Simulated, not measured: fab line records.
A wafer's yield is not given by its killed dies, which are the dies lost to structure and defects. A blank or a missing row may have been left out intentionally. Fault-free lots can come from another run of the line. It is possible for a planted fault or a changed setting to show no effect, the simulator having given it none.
Shared-tool check | flow gf180mcu | 39 wafers sampled across 13 lots

## THE REASON FOR OPENING IT
At GF_MVPSD_TW_MEAS_11 the reading MVPSD_TW is flagged on 1 of 13 lots. Wafers without a fault read 551, standard deviation 3.7.
Rule: flag the lot when none of its wafers has a number, or when each of its wafers that has one lies beyond 4 standard deviations from that mean. The other lots count as sound.

lot  | measured     | on            | MVPSD_TW, wafer by wafer | flag
L693 | day 5 16:00  | film-metro-01 | 554 558 554              |
L697 | day 6 13:24  | film-metro-04 | 551 550 549              |
L698 | day 6 19:09  | film-metro-01 | 553 553 552              |
L699 | day 7 02:46  | film-metro-03 | 544 548 548              |
L701 | day 7 14:09  | film-metro-03 | 546 546 548              |
L702 | day 7 18:02  | film-metro-03 | 549 548 546              |
L703 | day 8 04:02  | film-metro-03 | 547 548 547              |
L704 | day 8 08:41  | film-metro-01 | 551 552 553              |
L705 | day 8 12:41  | film-metro-04 | 546 551 549              |
L706 | day 8 18:08  | film-metro-01 | 554 552 555              |
L707 | day 9 01:35  | film-metro-01 | 30 30 30                 | FLAGGED
L708 | day 9 07:38  | film-metro-04 | 556 559 555              |
L712 | day 10 07:19 | film-metro-01 | 548 544 545              |
Averaged over the flagged lots the numbers come to 30, -521 from the usual (-99 or more standard deviations).

## TOOL THAT RAN EACH LOT
The record holds 2 process steps before the reading, out of a route of 602 steps. Every cell lists first the tool, next ch and the chambers used by the sampled wafers, and last the start.
lot  | flag    | GF_LVPWELL_STRIP_10                 | GF_MVPSD_EXPOSE_04
L693 |         | plasma-asher-04 ch 0,1, day 4 10:32 | iline-stepper-01 ch 0, day 5 08:38
L697 |         | plasma-asher-02 ch 0,1, day 5 07:37 | iline-stepper-01 ch 0, day 6 05:56
L698 |         | plasma-asher-01 ch 0,1, day 5 13:52 | iline-stepper-01 ch 0, day 6 11:22
L699 |         | plasma-asher-01 ch 0,1, day 5 20:13 | iline-stepper-02 ch 0, day 6 19:04
L701 |         | plasma-asher-04 ch 0,1, day 6 07:43 | iline-stepper-01 ch 0, day 7 05:57
L702 |         | plasma-asher-01 ch 0,1, day 6 10:35 | iline-stepper-01 ch 0, day 7 09:54
L703 |         | plasma-asher-04 ch 1, day 6 20:13   | iline-stepper-01 ch 0, day 7 19:30
L704 |         | plasma-asher-01 ch 1, day 7 00:14   | iline-stepper-02 ch 0, day 8 00:11
L705 |         | plasma-asher-02 ch 0,1, day 7 03:53 | iline-stepper-02 ch 0, day 8 04:16
L706 |         | plasma-asher-01 ch 0,1, day 7 09:28 | iline-stepper-02 ch 0, day 8 10:20
L707 | FLAGGED | plasma-asher-02 ch 0,1, day 7 16:19 | iline-stepper-01 ch 0, day 8 16:31
L708 |         | plasma-asher-02 ch 0,1, day 7 21:26 | iline-stepper-02 ch 0, day 8 22:38
L712 |         | plasma-asher-02 ch 0,1, day 8 19:43 | iline-stepper-01 ch 0, day 9 22:25
What is done by these steps:
- GF_LVPWELL_STRIP_10: strips in O2/N2.
- GF_MVPSD_EXPOSE_04: exposes mask MVPSD, target cd 1000 nm.
- GF_MVPSD_TW_MEAS_11

## FLAGGED AGAINST TOTAL, ONE TOOL AT A TIME (gauges that did the reading follow at the end)
step                | tool             | lots run | flagged | share of the flagged lots | sound lots run after its first flagged lot
GF_LVPWELL_STRIP_10 | plasma-asher-01  | 5        | 0       | none                      | -
GF_LVPWELL_STRIP_10 | plasma-asher-02  | 5        | 1       | all                       | 2 (L708,L712)
GF_LVPWELL_STRIP_10 | plasma-asher-04  | 3        | 0       | none                      | -
GF_MVPSD_EXPOSE_04  | iline-stepper-01 | 8        | 1       | all                       | 1 (L712)
GF_MVPSD_EXPOSE_04  | iline-stepper-02 | 5        | 0       | none                      | -
GF_MVPSD_TW_MEAS_11 | film-metro-01    | 6        | 1       | all                       | 1 (L712)
GF_MVPSD_TW_MEAS_11 | film-metro-03    | 4        | 0       | none                      | -
GF_MVPSD_TW_MEAS_11 | film-metro-04    | 3        | 0       | none                      | -

## WHAT THE TABLE PERMITS
Every flagged lot was run by 3 rows of the table: plasma-asher-02 at GF_LVPWELL_STRIP_10, iline-stepper-01 at GF_MVPSD_EXPOSE_04 and film-metro-01 at GF_MVPSD_TW_MEAS_11.
- plasma-asher-02 at GF_LVPWELL_STRIP_10: 1 of its 5 lots flagged. Sound lots followed the first flagged one (L708, L712) on it, something a lasting fault affecting the whole tool could not allow.
- iline-stepper-01 at GF_MVPSD_EXPOSE_04: 1 of its 8 lots flagged. Sound lots followed the first flagged one (L712) on it, something a lasting fault affecting the whole tool could not allow.
- film-metro-01 at GF_MVPSD_TW_MEAS_11: 1 of its 6 lots flagged. Sound lots followed the first flagged one (L712) on it, something a lasting fault affecting the whole tool could not allow.
None of the table's rows ran every flagged lot and, after the first, no sound lot.

## WHAT THE SIMULATOR HAD INSERTED
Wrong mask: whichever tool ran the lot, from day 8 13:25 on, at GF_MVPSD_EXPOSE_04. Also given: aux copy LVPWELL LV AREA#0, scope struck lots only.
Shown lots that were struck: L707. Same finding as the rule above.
